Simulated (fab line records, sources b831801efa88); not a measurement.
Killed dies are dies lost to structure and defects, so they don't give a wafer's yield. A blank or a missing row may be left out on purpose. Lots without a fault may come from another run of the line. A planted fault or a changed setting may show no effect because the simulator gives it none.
Chamber matching | flow sky130 | SKY_FIELD_ISO_ETCH_17 on rie_si-02: 4 sister chambers
The step etches Si in HBr/Cl2/O2, target depth 342 nm, time 97.7 s. 14 wafers are shown with their chamber, then 7 later ones without.

WAFERS WITH THEIR CHAMBER
wafer  | chamber | drypump_motor_current_A (A) | oes_product_au (a.u.) | he_backside_leak_sccm (sccm)
L451.3 | 3       | 6.2                         | 1.003                 | 2.74
L451.4 | 0       | 6.7                         | 1.006                 | 2.36
L451.6 | 1       | 6.3                         | 1.016                 | 2.54
L452.1 | 2       | 5.8                         | 0.994                 | 2.56
L452.3 | 3       | 6.2                         | 0.988                 | 2.84
L452.5 | 2       | 5.8                         | 0.996                 | 2.48
L454.1 | 3       | 6.2                         | 1.001                 | 2.75
L454.2 | 0       | 6.7                         | 0.993                 | 2.73
L454.4 | 1       | 6.3                         | 1.016                 | 2.57
L455.1 | 1       | 6.2                         | 1.011                 | 2.50
L455.3 | 3       | 6.2                         | 1.002                 | 2.78
L455.6 | 2       | 5.8                         | 1.001                 | 2.54
L461.2 | 1       | 6.3                         | 1.023                 | 2.48
L461.5 | 2       | 5.9                         | 1.004                 | 2.65

SIGNATURES (means of the wafers above)
reading                 | chamber 0 | chamber 1 | chamber 2 | chamber 3 | scatter within a chamber
drypump_motor_current_A | 6.700     | 6.275     | 5.825     | 6.200     | 0.0387
oes_product_au          | 0.99950   | 1.01650   | 0.99875   | 0.99850   | 0.00608
he_backside_leak_sccm   | 2.5450    | 2.5225    | 2.5575    | 2.7775    | 0.0971
Rule: a wafer's distance from a chamber is the root of the sum, over the readings, of the square of ((its reading less the chamber's mean) divided by the reading's scatter). The wafer belongs to the nearest chamber; if the next one is less than 2 further off, it can't be placed. The scatter: the root of (the sum of the squares of (reading less its chamber's mean) over the shown wafers, divided by (wafers less chambers)).

WAFERS WITHOUT THEIR CHAMBER
wafer  | drypump_motor_current_A (A) | oes_product_au (a.u.) | he_backside_leak_sccm (sccm)
L461.6 | 6.2                         | 1.006                 | 2.83
L471.1 | 6.7                         | 1.001                 | 2.62
L471.2 | 5.8                         | 0.992                 | 2.77
L471.5 | 6.2                         | 0.992                 | 2.76
L472.1 | 6.2                         | 0.991                 | 2.76
L472.3 | 6.7                         | 1.002                 | 2.56
L472.4 | 6.3                         | 1.014                 | 2.50

WHICH CHAMBER EACH WENT THROUGH
wafer  | from the rows above | in truth
L461.6 | 3                   | 3
L471.1 | 0                   | 0
L471.2 | 2                   | 2
L471.5 | 3                   | 3
L472.1 | 3                   | 3
L472.3 | 0                   | 0
L472.4 | 1                   | 1
Placed correctly: 7 of 7. Can't be placed from these rows: 0. Placed wrongly: 0.
